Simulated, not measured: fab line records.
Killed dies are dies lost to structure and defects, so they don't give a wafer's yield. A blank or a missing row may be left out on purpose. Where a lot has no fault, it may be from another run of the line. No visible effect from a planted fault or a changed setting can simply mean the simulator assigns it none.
Which tool is to blame?    flow sky130    Sampling: 13 lots, 38 wafers, 6 of 708 route steps

## WHAT THE GAUGES SHOWED, per wafer
SKY_NWELL_RS_MEAS_31: a four-point-probe measurement. Usual: PWDE_RS 5272 ohm/sq, standard deviation 19.
lot   measured      on             PWDE_RS (ohm/sq)  flag
L203  day 5 12:30   film_metro-04  5267 5251 5258    
L205  day 6 02:17   film_metro-02  5291 5284 5292    
L209  day 7 08:23   film_metro-02  5288 5264 5266    
L212  day 8 00:27   film_metro-01  5272 5259 5285    
L211  day 8 01:25   film_metro-04  5264 5249 5284    
L213  day 8 08:13   film_metro-02  5270 5254 5244    
L215  day 8 15:17   film_metro-01  5230 5233 5238    
L216  day 8 23:32   film_metro-01  5275 5282 5283    
L219  day 9 16:40   film_metro-04  5289 5282         
L220  day 9 19:57   film_metro-04  5274 5291 5254    
L222  day 10 06:47  film_metro-01  5283 5285 5310    
L224  day 10 22:13  film_metro-04  5263 5270 5281    
L225  day 11 03:03  film_metro-01  5260 5255 5254    

SKY_VT_ADJUST_HVTP_CD_MEAS_07: the cd target is 380 nm. Usual: cd_nm 380.5 nm, standard deviation 2.5.
lot   measured      on         cd_nm (nm)         flag
L203  day 6 06:52   cd_sem-01  382.8 383.1 382.0  
L205  day 6 21:26   cd_sem-02  387.3 385.5 382.6  
L209  day 8 03:52   cd_sem-01  382.3 380.7 377.6  
L212  day 8 21:58   cd_sem-01  378.3 378.3 380.2  
L211  day 8 23:04   cd_sem-02  381.5 383.2 381.7  
L213  day 9 05:34   cd_sem-02  378.8 378.3 376.5  
L215  day 9 12:49   cd_sem-01  383.4 383.4 383.6  
L216  day 9 20:28   cd_sem-01  380.5 380.1 380.6  
L219  day 10 15:27  cd_sem-02  381.5 381.8        
L220  day 10 20:01  cd_sem-02  377.6 378.1 377.8  
L222  day 11 05:46  cd_sem-02  379.9 381.4 379.9  
L224  day 11 20:44  cd_sem-02  382.3 380.1 380.3  
L225  day 12 02:20  cd_sem-01  378.5 378.8 375.5  

SKY_VT_ADJUST_LVTN_OVL_MEAS_18. Usual: VT_ADJUST_LVTN_01_OVL 0.3 nm, standard deviation 1.4.
lot   measured      on          VT_ADJUST_LVTN_01_OVL (nm)  flag
L203  day 7 22:52   overlay-01  0.0 0.3 -1.0                
L205  day 8 13:55   overlay-01  2.1 1.6 1.8                 
L209  day 9 23:52   overlay-01  0.7 -1.3 -2.1               
L212  day 10 19:34  overlay-02  -1.3 -2.1 0.4               
L211  day 10 20:28  overlay-01  1.9 1.9 2.2                 
L213  day 11 03:16  overlay-01  0.5 1.4 0.5                 
L215  day 11 09:58  overlay-01  0.2 -2.1 -1.8               
L216  day 11 20:16  overlay-01  0.5 0.8 -0.4                
L219  day 12 14:13  overlay-02  0.0 -0.1                    
L220  day 12 18:20  overlay-02  -3.0 0.0 -1.6               
L222  day 13 05:37  overlay-01  0.5 0.6 2.1                 
L224  day 13 23:22  overlay-02  -0.2 1.3 1.4                
L225  day 14 05:34  overlay-01  -0.6 0.8 1.2                

SKY_VT_ADJUST_NCORE_CD_MEAS_07: the cd target is 380 nm. Usual: cd_nm 380.0 nm, standard deviation 2.2.
lot   measured      on         cd_nm (nm)         flag
L203  day 8 20:28   cd_sem-01  383.1 383.2 384.0  
L205  day 9 11:19   cd_sem-01  - - -              OFF
L209  day 10 23:13  cd_sem-02  380.5 381.9 381.0  
L212  day 11 18:34  cd_sem-01  379.4 381.2 382.6  
L211  day 11 19:20  cd_sem-02  380.9 379.9 382.7  
L213  day 12 02:35  cd_sem-02  378.5 379.6 380.4  
L215  day 12 09:10  cd_sem-01  379.4 380.6 381.2  
L216  day 12 20:22  cd_sem-01  377.7 378.2 381.3  
L219  day 13 15:33  cd_sem-02  379.3 375.7        
L220  day 13 20:34  cd_sem-02  377.4 375.9 375.7  
L222  day 14 08:25  cd_sem-02  379.2 381.8 378.8  
L224  day 15 01:55  cd_sem-02  379.2 375.9 379.1  
L225  day 15 08:35  cd_sem-01  377.6 377.3 379.3  

SKY_VT_ADJUST_NCORE_TW_MEAS_11. Usual: VT_ADJUST_NCORE_TW 218.6, standard deviation 1.7.
lot   measured      on             VT_ADJUST_NCORE_TW  flag
L203  day 8 20:52   film_metro-02  216.3 216.4 217.1   
L205  day 9 11:43   film_metro-01  30.3 30.2 30.1      OFF
L209  day 10 23:37  film_metro-03  217.3 217.1 218.5   
L212  day 11 18:58  film_metro-01  219.2 219.2 219.7   
L211  day 11 19:43  film_metro-03  218.5 217.9 218.8   
L213  day 12 02:58  film_metro-01  219.6 220.1 219.8   
L215  day 12 09:34  film_metro-01  220.3 221.4 220.4   
L216  day 12 20:46  film_metro-02  216.7 217.0 217.3   
L219  day 13 15:56  film_metro-02  218.5 218.0         
L220  day 13 20:56  film_metro-02  217.2 217.3 219.4   
L222  day 14 08:49  film_metro-02  216.5 216.2 216.8   
L224  day 15 02:18  film_metro-01  221.0 221.2 221.9   
L225  day 15 08:59  film_metro-01  221.2 220.3 221.5   

## TOOL THAT RAN EACH LOT (tool first, then ch and the chambers of the sampled wafers, then the start)
lot   SKY_VT_ADJUST_NCORE_EXPOSE_04
L203  iline_stepper-01 ch 0, day 8 09:37
L205  iline_stepper-01 ch 0, day 9 00:47
L209  iline_stepper-02 ch 0, day 10 11:31
L212  iline_stepper-01 ch 0, day 11 06:44
L211  iline_stepper-02 ch 0, day 11 08:03
L213  iline_stepper-01 ch 0, day 11 15:17
L215  iline_stepper-02 ch 0, day 11 22:07
L216  iline_stepper-02 ch 0, day 12 07:47
L219  iline_stepper-01 ch 0, day 13 03:23
L220  iline_stepper-01 ch 0, day 13 06:55
L222  iline_stepper-02 ch 0, day 13 19:23
L224  iline_stepper-01 ch 0, day 14 12:43
L225  iline_stepper-01 ch 0, day 14 18:46
- SKY_VT_ADJUST_NCORE_EXPOSE_04: exposes mask LVTN COMPLEMENT THIN, target cd 380 nm.

## AS READ BY THE TOOLS THEMSELVES (means over the sampled wafers that have a number; for cases with no such wafer, the mark the record gives instead)
SKY_VT_ADJUST_NCORE_EXPOSE_04. Usual: focus_offset_nm -0.1 nm, standard deviation 0.54; stage_vel_mm_s 500.0 mm/s, standard deviation 0.3.
lot   tool              focus_offset_nm (nm)  stage_vel_mm_s (mm/s)  flag
L203  iline_stepper-01  -0.2                  499.7                  
L205  iline_stepper-01  0.4                   500.1                  
L209  iline_stepper-02  -0.1                  499.9                  
L212  iline_stepper-01  -0.6                  499.7                  
L211  iline_stepper-02  -0.1                  499.7                  
L213  iline_stepper-01  -0.3                  500.3                  
L215  iline_stepper-02  -0.3                  499.9                  
L216  iline_stepper-02  -0.1                  500.2                  
L219  iline_stepper-01  -0.7                  500.0                  
L220  iline_stepper-01  0.2                   499.9                  
L222  iline_stepper-02  0.3                   499.7                  
L224  iline_stepper-01  0.2                   500.1                  
L225  iline_stepper-01  -0.5                  500.2                  

## THE ANSWER, worked out from the rows above alone
Rule: take the mean of a lot's wafers that have a number; if it is more than 3 standard deviations from the usual mean, the lot is off. Also off: a lot with no number at a reading for which 4 or more lots have one. The other lots that the step has rows for count as sound. Order of review: gauges by route order, followed by the tools' own readings, for which a lot's mean as printed above is used. The first step at which some lot is off is used, and at that step the reading that is off furthest; a lot without a number counts as furthest.
Off, at SKY_VT_ADJUST_NCORE_CD_MEAS_07 on cd_nm: L205. Without a number there: L205.
A tool fits if, at a process step before that reading, it ran every lot that is off, and no sound lot after the first of them. Not tried: the gauges at SKY_VT_ADJUST_NCORE_CD_MEAS_07; whatever is off there is also off at SKY_VT_ADJUST_NCORE_TW_MEAS_11, on other tools, and gauge error can't account for it. No candidate that was tried fits.

## WHAT HAD BEEN PUT IN BY THE SIMULATOR
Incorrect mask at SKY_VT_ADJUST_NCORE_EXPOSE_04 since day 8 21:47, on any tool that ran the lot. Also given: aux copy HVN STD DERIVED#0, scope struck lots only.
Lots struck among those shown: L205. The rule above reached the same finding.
